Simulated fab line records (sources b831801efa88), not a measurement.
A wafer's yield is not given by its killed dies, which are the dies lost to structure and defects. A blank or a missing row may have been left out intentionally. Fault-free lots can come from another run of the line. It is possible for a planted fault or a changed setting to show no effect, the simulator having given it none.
Which tool is to blame? :: flow sky130 :: 6 lots with 18 wafers sampled at 4 steps, on a route of 708 steps

WHAT THE GAUGES SHOWED, per wafer
SKY_VIA4_THK_MEAS_01.
lot: L105
measured: day 43 05:53
on: film-metro-03
VIA4_HDPCVD_THK (nm): 1723 1751 1735

lot: L106
measured: day 43 07:43
on: film-metro-03
VIA4_HDPCVD_THK (nm): 1764 1760 1759

lot: L114
measured: day 44 23:31
on: film-metro-04
VIA4_HDPCVD_THK (nm): 1741 1984 1714

lot: L120
measured: day 46 05:50
on: film-metro-02
VIA4_HDPCVD_THK (nm): 1769 1742 1747

lot: L124
measured: day 47 05:04
on: film-metro-03
VIA4_HDPCVD_THK (nm): 1726 1786 1758

lot: L127
measured: day 47 15:43
on: film-metro-02
VIA4_HDPCVD_THK (nm): 1759 1746 1792

TOOL THAT RAN EACH LOT (tool first, then ch and the chambers of the sampled wafers, then the start)
lot: L105
SKY_CONTACT_ETCH_17: rie-diel-03 ch 0,1,2, day 33 05:24
SKY_VIA1_CVD_21: cvd-w-01 ch 0,1, day 35 14:59
SKY_VIA4_HDPCVD_00: hdpcvd-01 ch 1,2, day 43 05:41

lot: L106
SKY_CONTACT_ETCH_17: rie-diel-03 ch 0,2,3, day 33 09:18
SKY_VIA1_CVD_21: cvd-w-02 ch 0,1, day 35 18:04
SKY_VIA4_HDPCVD_00: hdpcvd-02 ch 0,1,2, day 43 07:32

lot: L114
SKY_CONTACT_ETCH_17: rie-diel-01 ch 0,1, day 35 07:15
SKY_VIA1_CVD_21: cvd-w-02 ch 0,1, day 37 15:26
SKY_VIA4_HDPCVD_00: hdpcvd-01 ch 0,1,2, day 44 23:21

lot: L120
SKY_CONTACT_ETCH_17: rie-diel-03 ch 1,2,3, day 36 21:13
SKY_VIA1_CVD_21: cvd-w-01 ch 0, day 39 04:09
SKY_VIA4_HDPCVD_00: hdpcvd-02 ch 0,1,2, day 46 05:39

lot: L124
SKY_CONTACT_ETCH_17: rie-diel-03 ch 1,2, day 37 23:11
SKY_VIA1_CVD_21: cvd-w-01 ch 0,1, day 40 04:28
SKY_VIA4_HDPCVD_00: hdpcvd-02 ch 0,2, day 47 04:54

lot: L127
SKY_CONTACT_ETCH_17: rie-diel-01 ch 0,2,3, day 38 13:28
SKY_VIA1_CVD_21: cvd-w-02 ch 0,1, day 40 18:39
SKY_VIA4_HDPCVD_00: hdpcvd-02 ch 0,1,2, day 47 15:31
- SKY_CONTACT_ETCH_17: etches SiO2 in C4F8/O2/Ar, stops on Si3N4, target depth 340 nm.
- SKY_VIA1_CVD_21: deposits W, target thk 270 nm, time 80.902 s.
- SKY_VIA4_HDPCVD_00: deposits SiO2, target thk 1750 nm, time 291.7 s.

THE ANSWER, worked out from the rows above alone
Rule: what is usual is taken from the lots themselves. Put in order of their means at a reading, lots are off if they are a third of the lots or fewer, leave a main group of 4 or more, and stand apart from it by a gap of 3 or more times the standard deviation of the main group's means; of several such gaps the widest counts. A main group whose means are all the same, to the digits that the tables above print for the reading, isn't used. A lot without any number at a reading at which 4 lots or more have one is off too. Any other lot the step has rows for is counted as sound.
Off: L114, at SKY_VIA4_THK_MEAS_01 (VIA4_HDPCVD_THK). The main group has a mean of 1754 nm with a standard deviation of 10.
If a tool, at a process step before that reading, ran all the lots that are off and no sound lot after the first of them, it fits. The gauges at SKY_VIA4_THK_MEAS_01 are tried like those tools. Can't be told from this: 2 tools fit, hdpcvd-01 at SKY_VIA4_HDPCVD_00, film-metro-04 at SKY_VIA4_THK_MEAS_01.

WHAT THE SIMULATOR HAD INSERTED
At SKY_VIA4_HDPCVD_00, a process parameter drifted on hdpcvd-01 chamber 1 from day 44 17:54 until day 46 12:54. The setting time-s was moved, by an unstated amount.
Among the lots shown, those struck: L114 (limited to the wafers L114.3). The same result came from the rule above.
